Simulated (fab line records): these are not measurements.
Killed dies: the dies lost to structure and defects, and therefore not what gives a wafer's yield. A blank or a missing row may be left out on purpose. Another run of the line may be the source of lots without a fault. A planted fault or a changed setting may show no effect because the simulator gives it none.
The tool behind it: which one? :: flow sky130 :: 10 lots with 30 wafers sampled at 6 steps, on a route of 708 steps

WHAT THE GAUGES SHOWED, per wafer
Not one reading of a measure or inspect step in the record can be checked against a usual standard deviation.

TOOL THAT RAN EACH LOT (tool first, then ch and the chambers of the sampled wafers, then the start)
lot: L359
SKY_METAL1_ETCH_18: rie metal-04 ch 0,1, day 32 12:59
SKY_VIA1_ETCH_14: rie diel-01 ch 0,1,3, day 33 17:20
SKY_VIA1_ETCH_15: rie diel-01 ch 0,1,3, day 33 17:23
SKY_VIA1_STRIP_16: plasma asher-04 ch 0, day 33 17:25
SKY_VIA1_CVD_21: cvd w-02 ch 0,1, day 33 18:07
SKY_PAD_OPEN_PROBE_99: prober-02, day 45 12:10

lot: L365
SKY_METAL1_ETCH_18: rie metal-04 ch 0, day 34 16:20
SKY_VIA1_ETCH_14: rie diel-02 ch 0,3, day 35 20:14
SKY_VIA1_ETCH_15: rie diel-02 ch 0,3, day 35 20:17
SKY_VIA1_STRIP_16: plasma asher-02 ch 0,1, day 35 20:20
SKY_VIA1_CVD_21: cvd w-01 ch 0,1, day 35 21:04
SKY_PAD_OPEN_PROBE_99: prober-02, day 47 03:19

lot: L366
SKY_METAL1_ETCH_18: rie metal-01 ch 0,1, day 34 17:50
SKY_VIA1_ETCH_14: rie diel-01 ch 0,1,2, day 35 22:17
SKY_VIA1_ETCH_15: rie diel-01 ch 0,1,2, day 35 22:20
SKY_VIA1_STRIP_16: plasma asher-03 ch 0,1, day 35 22:23
SKY_VIA1_CVD_21: cvd w-01 ch 0,1, day 35 23:08
SKY_PAD_OPEN_PROBE_99: prober-01, day 47 07:24

lot: L370
SKY_METAL1_ETCH_18: rie metal-03 ch 0,1, day 36 13:23
SKY_VIA1_ETCH_14: rie diel-02 ch 0,1,2, day 37 17:23
SKY_VIA1_ETCH_15: rie diel-02 ch 0,1,2, day 37 17:26
SKY_VIA1_STRIP_16: plasma asher-04 ch 0,1, day 37 17:28
SKY_VIA1_CVD_21: cvd w-02 ch 1, day 37 18:12
SKY_PAD_OPEN_PROBE_99: prober-01, day 48 16:19

lot: L373
SKY_METAL1_ETCH_18: rie metal-01 ch 0,1, day 38 12:04
SKY_VIA1_ETCH_14: rie diel-02 ch 1,2, day 39 14:28
SKY_VIA1_ETCH_15: rie diel-02 ch 1,2, day 39 14:30
SKY_VIA1_STRIP_16: plasma asher-02 ch 0,1, day 39 14:33
SKY_VIA1_CVD_21: cvd w-01 ch 0,1, day 39 15:12
SKY_PAD_OPEN_PROBE_99: prober-01, day 49 21:32

lot: L372
SKY_METAL1_ETCH_18: rie metal-03 ch 0,1, day 38 14:13
SKY_VIA1_ETCH_14: rie diel-03 ch 1,2, day 39 16:35
SKY_VIA1_ETCH_15: rie diel-03 ch 1,2, day 39 16:38
SKY_VIA1_STRIP_16: plasma asher-02 ch 0,1, day 39 16:41
SKY_VIA1_CVD_21: cvd w-01 ch 0,1, day 39 17:20
SKY_PAD_OPEN_PROBE_99: prober-02, day 50 02:43

lot: L375
SKY_METAL1_ETCH_18: rie metal-04 ch 0,1, day 38 15:35
SKY_VIA1_ETCH_14: rie diel-03 ch 0,3, day 39 18:12
SKY_VIA1_ETCH_15: rie diel-03 ch 0,3, day 39 18:14
SKY_VIA1_STRIP_16: plasma asher-03 ch 0,1, day 39 18:19
SKY_VIA1_CVD_21: cvd w-01 ch 0,1, day 39 18:58
SKY_PAD_OPEN_PROBE_99: prober-01, day 50 03:08

lot: L377
SKY_METAL1_ETCH_18: rie metal-01 ch 0,1, day 38 16:39
SKY_VIA1_ETCH_14: rie diel-02 ch 2,3, day 39 19:26
SKY_VIA1_ETCH_15: rie diel-02 ch 2,3, day 39 19:30
SKY_VIA1_STRIP_16: plasma asher-03 ch 0,1, day 39 19:35
SKY_VIA1_CVD_21: cvd w-02 ch 0,1, day 39 20:14
SKY_PAD_OPEN_PROBE_99: prober-02, day 50 04:43

lot: L374
SKY_METAL1_ETCH_18: rie metal-03 ch 0,1, day 38 17:08
SKY_VIA1_ETCH_14: rie diel-03 ch 0,2, day 39 19:42
SKY_VIA1_ETCH_15: rie diel-03 ch 0,2, day 39 19:44
SKY_VIA1_STRIP_16: plasma asher-04 ch 0,1, day 39 19:47
SKY_VIA1_CVD_21: cvd w-02 ch 0,1, day 39 20:32
SKY_PAD_OPEN_PROBE_99: prober-01, day 50 06:07

lot: L376
SKY_METAL1_ETCH_18: rie metal-04 ch 0,1, day 38 17:29
SKY_VIA1_ETCH_14: rie diel-02 ch 2,3, day 39 20:14
SKY_VIA1_ETCH_15: rie diel-02 ch 2,3, day 39 20:17
SKY_VIA1_STRIP_16: plasma asher-02 ch 0,1, day 39 20:20
SKY_VIA1_CVD_21: cvd w-02 ch 0,1, day 39 20:59
SKY_PAD_OPEN_PROBE_99: prober-02, day 50 06:04
- SKY_METAL1_ETCH_18: etches BARC in N2/H2, stops on SiO2, time 45.9 s, target depth 60 nm.
- SKY_VIA1_ETCH_14: etches BARC in N2/H2, stops on SiO2, time 45.9 s, target depth 60 nm.
- SKY_VIA1_ETCH_15: etches SiO2 in C4F8/O2/Ar, stops on TiN, target depth 351 nm, time 54 s.
- SKY_VIA1_STRIP_16: strips in O2/N2.
- SKY_VIA1_CVD_21: deposits W, target thk 270 nm, time 80.902 s.
- SKY_PAD_OPEN_PROBE_99

AS READ BY THE TOOLS THEMSELVES (means over the sampled wafers that have a number; for cases with no such wafer, the mark the record gives instead)
SKY_METAL1_ETCH_18.
lot: L359
tool: rie metal-04
drypump motor current A (A): 6.0
oes product au (a.u.): 0.861
rf fwd power W (W): 495.9
throttle valve pct (%): 13.225

lot: L365
tool: rie metal-04
drypump motor current A (A): 6.3
oes product au (a.u.): 0.856
rf fwd power W (W): 498.2
throttle valve pct (%): 13.230

lot: L366
tool: rie metal-01
drypump motor current A (A): 5.9
oes product au (a.u.): 0.856
rf fwd power W (W): 492.7
throttle valve pct (%): 13.222

lot: L370
tool: rie metal-03
drypump motor current A (A): 5.6
oes product au (a.u.): 0.856
rf fwd power W (W): 494.6
throttle valve pct (%): 13.210

lot: L373
tool: rie metal-01
drypump motor current A (A): 5.9
oes product au (a.u.): 0.851
rf fwd power W (W): 493.9
throttle valve pct (%): 13.228

lot: L372
tool: rie metal-03
drypump motor current A (A): 5.6
oes product au (a.u.): 0.852
rf fwd power W (W): 495.9
throttle valve pct (%): 13.225

lot: L375
tool: rie metal-04
drypump motor current A (A): 6.0
oes product au (a.u.): 0.855
rf fwd power W (W): 494.8
throttle valve pct (%): 13.223

lot: L377
tool: rie metal-01
drypump motor current A (A): 5.9
oes product au (a.u.): 0.850
rf fwd power W (W): 492.4
throttle valve pct (%): 13.220

lot: L374
tool: rie metal-03
drypump motor current A (A): 5.8
oes product au (a.u.): 0.853
rf fwd power W (W): 495.0
throttle valve pct (%): 13.234

lot: L376
tool: rie metal-04
drypump motor current A (A): 5.7
oes product au (a.u.): 0.850
rf fwd power W (W): 492.4
throttle valve pct (%): 13.231

SKY_VIA1_ETCH_14.
lot: L359
tool: rie diel-01
drypump motor current A (A): 6.0
oes product au (a.u.): 0.854
rf fwd power W (W): 495.0
throttle valve pct (%): 13.217

lot: L365
tool: rie diel-02
drypump motor current A (A): 5.5
oes product au (a.u.): 0.856
rf fwd power W (W): 495.8
throttle valve pct (%): 13.231

lot: L366
tool: rie diel-01
drypump motor current A (A): 6.1
oes product au (a.u.): 0.862
rf fwd power W (W): 496.3
throttle valve pct (%): 13.217

lot: L370
tool: rie diel-02
drypump motor current A (A): 5.3
oes product au (a.u.): 0.857
rf fwd power W (W): 494.1
throttle valve pct (%): 13.223

lot: L373
tool: rie diel-02
drypump motor current A (A): 5.1
oes product au (a.u.): 0.860
rf fwd power W (W): 494.6
throttle valve pct (%): 13.217

lot: L372
tool: rie diel-03
drypump motor current A (A): 6.4
oes product au (a.u.): 0.852
rf fwd power W (W): 494.7
throttle valve pct (%): 13.229

lot: L375
tool: rie diel-03
drypump motor current A (A): 4.9
oes product au (a.u.): 0.858
rf fwd power W (W): 492.8
throttle valve pct (%): 13.222

lot: L377
tool: rie diel-02
drypump motor current A (A): 5.3
oes product au (a.u.): 0.855
rf fwd power W (W): 576.3
throttle valve pct (%): 13.218

lot: L374
tool: rie diel-03
drypump motor current A (A): 5.9
oes product au (a.u.): 0.858
rf fwd power W (W): 493.4
throttle valve pct (%): 13.228

lot: L376
tool: rie diel-02
drypump motor current A (A): 5.3
oes product au (a.u.): 0.856
rf fwd power W (W): 576.9
throttle valve pct (%): 13.226

SKY_VIA1_ETCH_15.
lot: L359
tool: rie diel-01
oes product au (a.u.): 0.988
rf fwd power W (W): 1480

lot: L365
tool: rie diel-02
oes product au (a.u.): 0.980
rf fwd power W (W): 1484

lot: L366
tool: rie diel-01
oes product au (a.u.): 0.981
rf fwd power W (W): 1484

lot: L370
tool: rie diel-02
oes product au (a.u.): 0.982
rf fwd power W (W): 1488

lot: L373
tool: rie diel-02
oes product au (a.u.): 0.977
rf fwd power W (W): 1484

lot: L372
tool: rie diel-03
oes product au (a.u.): 0.977
rf fwd power W (W): 1483

lot: L375
tool: rie diel-03
oes product au (a.u.): 0.980
rf fwd power W (W): 1483

lot: L377
tool: rie diel-02
oes product au (a.u.): 0.983
rf fwd power W (W): 1491

lot: L374
tool: rie diel-03
oes product au (a.u.): 0.984
rf fwd power W (W): 1484

lot: L376
tool: rie diel-02
oes product au (a.u.): 0.980
rf fwd power W (W): 1485

SKY_VIA1_STRIP_16.
lot: L359
tool: plasma asher-04
drypump motor current A (A): 6.3
oes product au (a.u.): 0.417
strip time to endpoint s (s): 4.449

lot: L365
tool: plasma asher-02
drypump motor current A (A): 5.8
oes product au (a.u.): 0.414
strip time to endpoint s (s): 4.458

lot: L366
tool: plasma asher-03
drypump motor current A (A): 6.3
oes product au (a.u.): 0.423
strip time to endpoint s (s): 4.448

lot: L370
tool: plasma asher-04
drypump motor current A (A): 6.2
oes product au (a.u.): 0.415
strip time to endpoint s (s): 4.474

lot: L373
tool: plasma asher-02
drypump motor current A (A): 5.8
oes product au (a.u.): 0.421
strip time to endpoint s (s): 4.465

lot: L372
tool: plasma asher-02
drypump motor current A (A): 5.4
oes product au (a.u.): 0.414
strip time to endpoint s (s): 4.477

lot: L375
tool: plasma asher-03
drypump motor current A (A): 6.1
oes product au (a.u.): 0.420
strip time to endpoint s (s): 4.499

lot: L377
tool: plasma asher-03
drypump motor current A (A): 6.1
oes product au (a.u.): 0.414
strip time to endpoint s (s): 4.392

lot: L374
tool: plasma asher-04
drypump motor current A (A): 6.3
oes product au (a.u.): 0.411
strip time to endpoint s (s): 4.492

lot: L376
tool: plasma asher-02
drypump motor current A (A): 5.4
oes product au (a.u.): 0.413
strip time to endpoint s (s): 4.412

SKY_VIA1_CVD_21.
lot: L359
tool: cvd w-02
heater power w (W): 915

lot: L365
tool: cvd w-01
heater power w (W): 944

lot: L366
tool: cvd w-01
heater power w (W): 930

lot: L370
tool: cvd w-02
heater power w (W): 802

lot: L373
tool: cvd w-01
heater power w (W): 932

lot: L372
tool: cvd w-01
heater power w (W): 949

lot: L375
tool: cvd w-01
heater power w (W): 1043

lot: L377
tool: cvd w-02
heater power w (W): 869

lot: L374
tool: cvd w-02
heater power w (W): 874

lot: L376
tool: cvd w-02
heater power w (W): 863

SKY_PAD_OPEN_PROBE_99.
lot: L359
tool: prober-02
defect limited yield (%): 81.2
killed_at_M0_to_M3: 46
killed_at_M4_up: 4.0
killed at contacts: 27
killed at front end: 15
killed at other: 0.3
killed dies: 93
killed open: 52
killed short: 40
sort_bin_3_pad_short (%): 1.1
sort_bin_5_function (%): 10.2
sort_bin_6_memory (%): 7.4
sort n pass: 399
sort yield pct (%): 81.2

lot: L365
tool: prober-02
defect limited yield (%): 83.6
killed_at_M0_to_M3: 40
killed_at_M4_up: 2.0
killed at contacts: 21
killed at front end: 17
killed at other: 0.7
killed dies: 81
killed open: 43
killed short: 38
sort_bin_3_pad_short (%): 0.7
sort_bin_5_function (%): 9.8
sort_bin_6_memory (%): 5.9
sort n pass: 411
sort yield pct (%): 83.6

lot: L366
tool: prober-01
defect limited yield (%): 81.7
killed_at_M0_to_M3: 44
killed_at_M4_up: 2.7
killed at contacts: 28
killed at front end: 15
killed at other: 0.3
killed dies: 90
killed open: 51
killed short: 39
sort_bin_3_pad_short (%): 0.9
sort_bin_5_function (%): 10.8
sort_bin_6_memory (%): 6.6
sort n pass: 402
sort yield pct (%): 81.7

lot: L370
tool: prober-01
defect limited yield (%): 81.2
killed_at_M0_to_M3: 53
killed_at_M4_up: 4.3
killed at contacts: 19
killed at front end: 16
killed at other: 0.0
killed dies: 92
killed open: 48
killed short: 44
sort_bin_3_pad_short (%): 0.9
sort_bin_5_function (%): 10.8
sort_bin_6_memory (%): 7.0
sort n pass: 400
sort yield pct (%): 81.2

lot: L373
tool: prober-01
defect limited yield (%): 82.0
killed_at_M0_to_M3: 44
killed_at_M4_up: 1.7
killed at contacts: 27
killed at front end: 15
killed at other: 0.7
killed dies: 89
killed open: 46
killed short: 43
sort_bin_3_pad_short (%): 0.8
sort_bin_5_function (%): 11.4
sort_bin_6_memory (%): 5.8
sort n pass: 403
sort yield pct (%): 82.0

lot: L372
tool: prober-02
defect limited yield (%): 81.6
killed_at_M0_to_M3: 48
killed_at_M4_up: 3.7
killed at contacts: 22
killed at front end: 17
killed at other: 0.0
killed dies: 91
killed open: 51
killed short: 39
sort_bin_3_pad_short (%): 1.1
sort_bin_5_function (%): 11.7
sort_bin_6_memory (%): 5.6
sort n pass: 401
sort yield pct (%): 81.6

lot: L375
tool: prober-01
defect limited yield (%): 82.9
killed_at_M0_to_M3: 33
killed_at_M4_up: 3.3
killed at contacts: 25
killed at front end: 23
killed at other: 0.0
killed dies: 84
killed open: 49
killed short: 35
sort_bin_3_pad_short (%): 1.1
sort_bin_5_function (%): 10.8
sort_bin_6_memory (%): 5.2
sort n pass: 408
sort yield pct (%): 82.9

lot: L377
tool: prober-02
defect limited yield (%): 84.9
killed_at_M0_to_M3: 38
killed_at_M4_up: 1.0
killed at contacts: 23
killed at front end: 12
killed at other: 0.0
killed dies: 74
killed open: 37
killed short: 37
sort_bin_3_pad_short (%): 0.5
sort_bin_5_function (%): 9.0
sort_bin_6_memory (%): 5.6
sort n pass: 418
sort yield pct (%): 84.9

lot: L374
tool: prober-01
defect limited yield (%): 83.5
killed_at_M0_to_M3: 41
killed_at_M4_up: 3.0
killed at contacts: 23
killed at front end: 13
killed at other: 0.0
killed dies: 81
killed open: 42
killed short: 39
sort_bin_3_pad_short (%): 0.7
sort_bin_5_function (%): 11.0
sort_bin_6_memory (%): 4.8
sort n pass: 411
sort yield pct (%): 83.5

lot: L376
tool: prober-02
defect limited yield (%): 83.4
killed_at_M0_to_M3: 37
killed_at_M4_up: 3.0
killed at contacts: 24
killed at front end: 18
killed at other: 0.7
killed dies: 82
killed open: 46
killed short: 36
sort_bin_3_pad_short (%): 1.0
sort_bin_5_function (%): 9.8
sort_bin_6_memory (%): 5.8
sort n pass: 410
sort yield pct (%): 83.4

THE ANSWER, worked out from the rows above alone
Rule: usual is defined by the lots themselves. Put in order of their means at a reading, lots are off if they are a third of the lots or fewer, leave a main group of 4 or more, and stand apart from it by a gap of 3 or more times the standard deviation of the main group's means; of several such gaps the widest counts. Not used: any main group whose means are identical at the precision the tables above print for the reading. A lot without any number at a reading at which 4 lots or more have one is off too. Any other lot the step has rows for is counted as sound. The gauges are gone through in route order, then the tools' own readings, and for those a lot's mean is taken as printed above. At the first step where some lot is off, the reading lying furthest off is the one used; lots without a number count as furthest.
Off, at SKY_VIA1_ETCH_14 on rf fwd power W: L377, L376. For the main group the mean is 494.6 W and the standard deviation 1.1.
If a tool, at that step or one of the process steps before it, ran each lot that is off and ran no sound lot following the first of them, it fits. One fits: SKY_VIA1_ETCH_14 on rie diel-02. A fault onset in the window from L373 (day 39 14:28, its last sound lot) to L377 (day 39 19:26, its first lot off) fits.
The tool's own readings at SKY_VIA1_ETCH_14 bear it out: on the lots that are off they differ by more than 5 times the standard deviation of the sound lots' means. rf fwd power W reads 576.6 W there against 494.6 W on the sound lots.

WHAT WAS PUT IN BY THE SIMULATOR
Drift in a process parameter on rie diel-02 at SKY_VIA1_ETCH_14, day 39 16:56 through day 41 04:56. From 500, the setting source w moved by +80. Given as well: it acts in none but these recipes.
Shown lots that were struck: L377, L376. The rule above found the same.
